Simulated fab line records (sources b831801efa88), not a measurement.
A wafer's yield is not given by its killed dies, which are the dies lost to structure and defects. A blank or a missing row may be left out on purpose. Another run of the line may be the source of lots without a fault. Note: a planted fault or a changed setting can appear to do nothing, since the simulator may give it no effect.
Matching of chambers ; flow gf180mcu ; rie diel-02 running GF_V1_ETCH_16: 4 sister chambers
The step etches BARC in N2/H2. 16 wafers are shown with their chamber, then 8 later ones without.

## WAFERS WITH THEIR CHAMBER
wafer;chamber;drypump motor current A (A);n2 flow sccm (sccm);oes product au (a.u.)
L884.1;2;4.9;100.2;0.853
L884.4;0;5.9;99.7;0.859
L884.5;3;5.5;100.0;0.846
L891.1;1;5.6;99.6;0.862
L891.3;2;4.9;100.1;0.857
L891.4;3;5.5;100.3;0.859
L892.2;0;5.9;100.1;0.851
L892.5;1;5.6;100.0;0.852
L892.6;0;5.9;99.7;0.844
L894.1;2;4.9;99.9;0.854
L894.3;1;5.6;100.1;0.852
L894.4;1;5.6;99.9;0.863
L895.1;2;4.9;100.7;0.861
L895.3;1;5.7;100.4;0.845
L895.6;2;4.9;100.2;0.859
L898.3;1;5.6;99.9;0.845

SIGNATURES, as means of the wafers listed above
reading;chamber 0;chamber 1;chamber 2;chamber 3;scatter within a chamber
drypump motor current A;5.900;5.617;4.900;5.500;0.0264
n2 flow sccm;99.833;99.983;100.220;100.150;0.266
oes product au;0.85133;0.85317;0.85680;0.85250;0.00679
Rule: a wafer's distance from a chamber is the root of the sum, over the readings, of the square of ((its reading less the chamber's mean) divided by the reading's scatter). The wafer belongs to the nearest chamber; if the next one is less than 2 further off, it can't be placed. The scatter is the square root of a quotient: the sum, over the shown wafers, of each reading's squared deviation from its chamber's mean, divided by wafers minus chambers.

## WAFERS WHOSE CHAMBER IS MISSING
wafer;drypump motor current A (A);n2 flow sccm (sccm);oes product au (a.u.)
L898.4;5.5;100.5;0.853
L898.6;5.5;99.9;0.859
L899.3;5.5;99.9;0.864
L899.5;5.9;100.3;0.850
L899.6;5.6;99.5;0.860
L902.4;5.9;100.1;0.863
L902.5;5.6;99.9;0.850
L902.6;4.9;100.3;0.858

## CHAMBER TAKEN BY EACH
wafer;from the rows above;in truth
L898.4;3;3
L898.6;3;3
L899.3;3;3
L899.5;0;0
L899.6;1;1
L902.4;0;0
L902.5;1;1
L902.6;2;2
Placed correctly: 8 of 8. Number that these rows cannot place: 0. 0 placed wrongly.
